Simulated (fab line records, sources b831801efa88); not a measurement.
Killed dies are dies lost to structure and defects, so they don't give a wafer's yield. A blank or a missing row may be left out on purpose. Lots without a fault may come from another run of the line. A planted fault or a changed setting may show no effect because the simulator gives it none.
fab line records | flow gf180mcu
record lots=14 wafers=42 last_day=34
route steps=602 shown VT_IMPLANT@131 M2@376 V2@385
lots that met no fault: from a run of the same line without faults
start_h: hours from the record's first day to the start of the lot's first wafer shown | wait_h: hours since the lot's step before | " the same as in the row above | L1.1+2: a row that stands for several wafers | - no value, or no start given | * or withheld: withheld | < > ~ a bound
route shown NAME@n: a module of which the file shows steps, and the number in the route of the first | usual: mean/standard deviation of fault-free wafers | same: alike in all rows | chamber/n: place in a boat | sites: the reading at each site | _std_site: their standard deviation | _edge_site: outer sites' mean less inner sites' | radius_mm: how far each site lies from the wafer's centre | mask NAME#n: copy n | behind: the tool/chamber that last shaped the wafer | hold: why the lot was held/for how many hours/how that ended | device: the transistor (n, p or np) that didn't switch | end of line: the same wafers' tests at the end of the route | a step without rows: its recipe alone | killed: dies lost to structure and defects at the first sort, not the wafer's yield | map: a wafer's dies, x killed, . not, _ none there
set.NAME: the setting as run; set.NAME@STEP: as run at that earlier step | model.NAME: the simulator's own value behind a step, which no gauge read
steps of the route over a sample of lots; a table a step, a row a wafer
services: from which hour (start_h, from the record's first day; less than 0 if before it) a tool's chamber was out of use, for how many hours, and why
## steps
# step GF_VT_IMPLANT_IMPLANT_41
# recipe species=As energy_kev=70 dose_cm2=1.013e+12 tilt_deg=7
# columns lot.wafer tool chamber start_h wait_h
L337.2+3+6 implanter-04 0 155.95 0.0
L339.2+3+6 implanter-04 0 171.26 0.0
L340.4+5+6 implanter-04 0 176.71 0.1
L341.1+2+5 implanter-04 0 182.33 0.0
L345.2+4+6 implanter-04 0 212.61 0.0
L346.3+4+6 implanter-04 0 218.73 0.1
L347.2+4+6 implanter-04 0 225.01 0.0
L349.1+4+5 implanter-01 0 237.98 0.0
L352.1+2+5 implanter-01 0 259.24 0.0
L354.1+2+3 implanter-03 0 270.53 0.0
L357.2+4+5 implanter-03 0 289.76 0.0
L358.2+3+5 implanter-01 0 295.95 0.0
L359.1+3+5 implanter-04 0 302.93 0.0
L360.1+3+4 implanter-01 0 315.67 0.0
# step GF_VT_IMPLANT_TW_MEAS_43
# usual VT_IMPLANT_4_TW=694/6.5
# columns lot.wafer tool chamber start_h wait_h VT_IMPLANT_4_TW
L337.2 film_metro-02 - 156.19 0.1 681
L337.3 " - " " 684
L337.6 " - " " 683
L339.2 film_metro-02 - 171.49 0.1 681
L339.3 " - " " 679
L339.6 " - " " 679
L340.4 film_metro-04 - 176.91 0.1 698
L340.5 " - " " 697
L340.6 " - " " 699
L341.1 film_metro-03 - 182.58 0.1 691
L341.2 " - " " 691
L341.5 " - " " 698
L345.2 film_metro-03 - 212.85 0.1 653
L345.4 " - " " 659
L345.6 " - " " 660
L346.3 film_metro-04 - 218.95 0.1 655
L346.4 " - " " 656
L346.6 " - " " 658
L347.2 film_metro-03 - 225.25 0.1 651
L347.4 " - " " 652
L347.6 " - " " 655
L349.1 film_metro-03 - 238.23 0.1 696
L349.4 " - " " 690
L349.5 " - " " 697
L352.1 film_metro-03 - 259.49 0.1 695
L352.2 " - " " 692
L352.5 " - " " 695
L354.1 film_metro-04 - 270.78 0.1 697
L354.2 " - " " 699
L354.3 " - " " 698
L357.2 film_metro-03 - 290.00 0.1 693
L357.4 " - " " 692
L357.5 " - " " 690
L358.2 film_metro-04 - 296.18 0.1 701
L358.3 " - " " 699
L358.5 " - " " 696
L359.1 film_metro-04 - 303.18 0.1 695
L359.3 " - " " 697
L359.5 " - " " 698
L360.1 film_metro-02 - 315.92 0.1 684
L360.3 " - " " 687
L360.4 " - " " 687
# step GF_M2_CD_MEAS_14
# recipe target_cd_nm=280
# usual cd_nm=280.0/1.2
# columns lot.wafer tool chamber start_h wait_h cd_nm
L337.2 cd_sem-01 - 434.96 0.1 278.5
L337.3 " - " " 278.9
L337.6 " - " " 280.0
L339.2 cd_sem-01 - 456.81 0.1 281.3
L339.3 " - " " 280.6
L339.6 " - " " 281.1
L340.4 cd_sem-02 - 465.02 0.1 282.6
L340.5 " - " " 282.0
L340.6 " - " " 282.8
L341.1 cd_sem-01 - 472.51 0.1 281.0
L341.2 " - " " 280.2
L341.5 " - " " 280.3
L345.2 cd_sem-01 - 512.01 0.1 280.1
L345.4 " - " " 280.0
L345.6 " - " " 280.8
L346.3 cd_sem-01 - 516.75 0.1 278.9
L346.4 " - " " 280.2
L346.6 " - " " 279.1
L347.2 cd_sem-02 - 528.68 0.1 280.8
L347.4 " - " " 280.9
L347.6 " - " " 279.8
L349.1 cd_sem-01 - 539.29 0.1 279.9
L349.4 " - " " 281.5
L349.5 " - " " 279.8
L352.1 cd_sem-01 - 569.36 0.1 278.1
L352.2 " - " " 278.3
L352.5 " - " " 278.3
L354.1 cd_sem-01 - 583.16 0.1 280.9
L354.2 " - " " 279.2
L354.3 " - " " 279.0
L357.2 cd_sem-02 - 610.06 0.1 280.7
L357.4 " - " " 280.7
L357.5 " - " " 280.4
L358.2 cd_sem-02 - 613.28 0.1 279.4
L358.3 " - " " 280.0
L358.5 " - " " 279.5
L360.1 cd_sem-02 - 628.49 0.1 277.9
L360.3 " - " " 280.9
L360.4 " - " " 279.1
L359.1 cd_sem-01 - 630.42 0.2 278.6
L359.3 " - " " 278.0
L359.5 " - " " 278.9
# step GF_V2_THK_MEAS_03
# recipe reads=SiO2_of_V2_CVD_02
# usual V2_CVD_02_THK=848/11
# columns lot.wafer tool chamber start_h wait_h V2_CVD_02_THK[nm]
L337.2 film_metro-01 - 435.97 0.0 855
L337.3 " - " " 827
L337.6 " - " " 853
L339.2 film_metro-04 - 457.86 0.0 833
L339.3 " - " " 836
L339.6 " - " " 840
L340.4 film_metro-01 - 466.05 0.0 854
L340.5 " - " " 862
L340.6 " - " " 848
L341.1 film_metro-01 - 473.57 0.0 849
L341.2 " - " " 862
L341.5 " - " " 864
L345.2 film_metro-02 - 513.06 0.0 852
L345.4 " - " " 838
L345.6 " - " " 867
L346.3 film_metro-01 - 517.86 0.1 840
L346.4 " - " " 855
L346.6 " - " " 856
L347.2 film_metro-02 - 529.69 0.0 851
L347.4 " - " " 853
L347.6 " - " " 854
L349.1 film_metro-04 - 540.44 0.0 838
L349.4 " - " " 865
L349.5 " - " " 851
L352.1 film_metro-02 - 570.38 0.0 830
L352.2 " - " " 843
L352.5 " - " " 840
L354.1 film_metro-01 - 584.18 0.0 843
L354.2 " - " " 837
L354.3 " - " " 835
L357.2 film_metro-02 - 611.41 0.0 851
L357.4 " - " " 869
L357.5 " - " " 873
L358.2 film_metro-02 - 614.29 0.0 852
L358.3 " - " " 833
L358.5 " - " " 871
L360.1 film_metro-01 - 629.55 0.1 835
L360.3 " - " " 839
L360.4 " - " " 844
L359.1 film_metro-01 - 631.47 0.1 851
L359.3 " - " " 847
L359.5 " - " " 855
# step GF_V2_ETCH_16
# recipe chemistry=N2/H2 target_depth_a=withheld overetch_a=withheld time_s=withheld target=BARC ion_energy_ev=200 source_w=500 bias_w=100 pressure_mtorr=30 n2_flow_sccm=100 h2_flow_sccm=200
# usual drypump_motor_current_A=5.6/0.41 oes_product_au=0.856/0.0051 throttle_valve_pct=13.225/0.0098
# columns lot.wafer tool chamber start_h wait_h drypump_motor_current_A oes_product_au throttle_valve_pct
L337.2 rie_diel-02 3 460.77 0.0 5.4 0.855 13.218
L337.3 " 1 " " 5.5 0.859 13.206
L337.6 " 0 " " 6.2 0.863 13.225
L339.2 rie_diel-03 2 482.30 0.0 5.4 0.861 13.228
L339.3 " 1 " " 5.2 0.853 13.224
L339.6 " 0 " " 5.2 0.866 13.214
L340.4 rie_diel-01 0 490.52 0.0 5.8 0.860 13.226
L340.5 " 2 " " 5.8 0.863 13.247
L340.6 " 1 " " 6.0 0.865 13.206
L341.1 rie_diel-03 2 497.75 0.0 5.4 0.851 13.242
L341.2 " 3 " " 5.3 0.850 13.227
L341.5 " 0 " " 5.2 0.859 13.223
L345.2 rie_diel-01 0 536.65 0.0 5.8 0.853 13.238
L345.4 " 3 " " 4.8 0.847 13.215
L345.6 " 0 " " 5.9 0.849 13.235
L346.3 rie_diel-02 3 541.00 0.0 5.4 0.850 13.213
L346.4 " 0 " " 6.2 0.856 13.222
L346.6 " 1 " " 5.4 0.853 13.235
L347.2 rie_diel-01 3 552.97 0.0 4.8 0.854 13.234
L347.4 " 1 " " 6.0 0.858 13.213
L347.6 " 2 " " 5.8 0.849 13.225
L349.1 rie_diel-03 2 563.10 0.0 5.4 0.853 13.218
L349.4 " 0 " " 5.2 0.861 13.220
L349.5 " 0 " " 5.2 0.849 13.238
L352.1 rie_diel-01 2 591.92 0.0 5.8 0.851 13.237
L352.2 " 1 " " 6.1 0.850 13.212
L352.5 " 2 " " 5.8 0.856 13.227
L354.1 rie_diel-02 0 605.70 0.0 6.2 0.853 13.229
L354.2 " 3 " " 5.4 0.850 13.220
L354.3 " 1 " " 5.6 0.857 13.235
L357.2 rie_diel-03 1 632.37 0.0 5.2 0.858 13.211
L357.4 " 2 " " 5.4 0.857 13.224
L357.5 " 2 " " 5.4 0.855 13.228
L358.2 rie_diel-03 0 635.37 0.0 5.2 0.856 13.232
L358.3 " 3 " " 5.3 0.849 13.241
L358.5 " 1 " " 5.3 0.847 13.221
L360.1 rie_diel-02 3 650.10 0.0 5.4 0.870 13.232
L360.3 " 1 " " 5.5 0.854 13.208
L360.4 " 2 " " 6.1 0.865 13.228
L359.1 rie_diel-01 3 651.90 0.0 4.9 0.855 13.232
L359.3 " 1 " " 6.0 0.858 13.231
L359.5 " 0 " " 5.8 0.849 13.231
## services
# columns tool chamber start_h hours kind
rie_diel-03 0 175.93 9.5 repair
rie_diel-01 3 202.18 7.1 repair
rie_diel-03 3 216.94 6.9 repair
rie_diel-03 - 217.08 14.6 pm
implanter-04 - 226.02 1.2 repair
implanter-04 - 227.98 5.7 repair
rie_diel-01 1 256.13 2.1 repair
rie_diel-01 2 256.88 4.2 repair
rie_diel-03 0 263.21 10.6 repair
rie_diel-01 2 303.09 3.8 repair
rie_diel-03 3 303.95 5.0 repair
rie_diel-03 - 348.24 2.8 pm
rie_diel-01 0 357.46 5.5 repair
implanter-04 - 361.79 4.8 repair
rie_diel-01 2 394.66 9.1 repair
implanter-04 - 401.02 3.4 pm
rie_diel-03 0 415.14 46.3 repair
rie_diel-01 - 419.04 4.0 pm
implanter-04 - 426.14 6.3 repair
rie_diel-01 3 431.93 2.7 repair
rie_diel-03 - 456.57 0.5 repair
rie_diel-01 3 461.31 31.4 repair
implanter-04 - 572.98 5.6 pm
implanter-04 - 591.28 4.2 repair
## key
first_sign step=GF_VT_IMPLANT_TW_MEAS_43 reading=VT_IMPLANT_4_TW direction=down sigmas=5.9 usual=694 struck=656
effect none on later readings
met_at GF_VT_IMPLANT_IMPLANT_41
struck_lots L345,L346,L347
tester_left_out L345,L346,L347
not_acting_at GF_M2_CD_MEAS_14,GF_V2_THK_MEAS_03,GF_V2_ETCH_16
onset_between 182.33 212.61
fault kind=process_parameter_drift tool=implanter-04 chamber=- onset_h=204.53 steps=GF_VT_IMPLANT_IMPLANT_41 channel=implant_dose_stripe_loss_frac offset=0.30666 shape=step end_h=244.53
# tester_left_out: of these lots the tester's yield and bins aren't shown, on N5 and GAA mostly nor the transistor test; their killed dies are dies lost to structure and defects alone, not to doping, threshold or leakage, so they don't give the yield
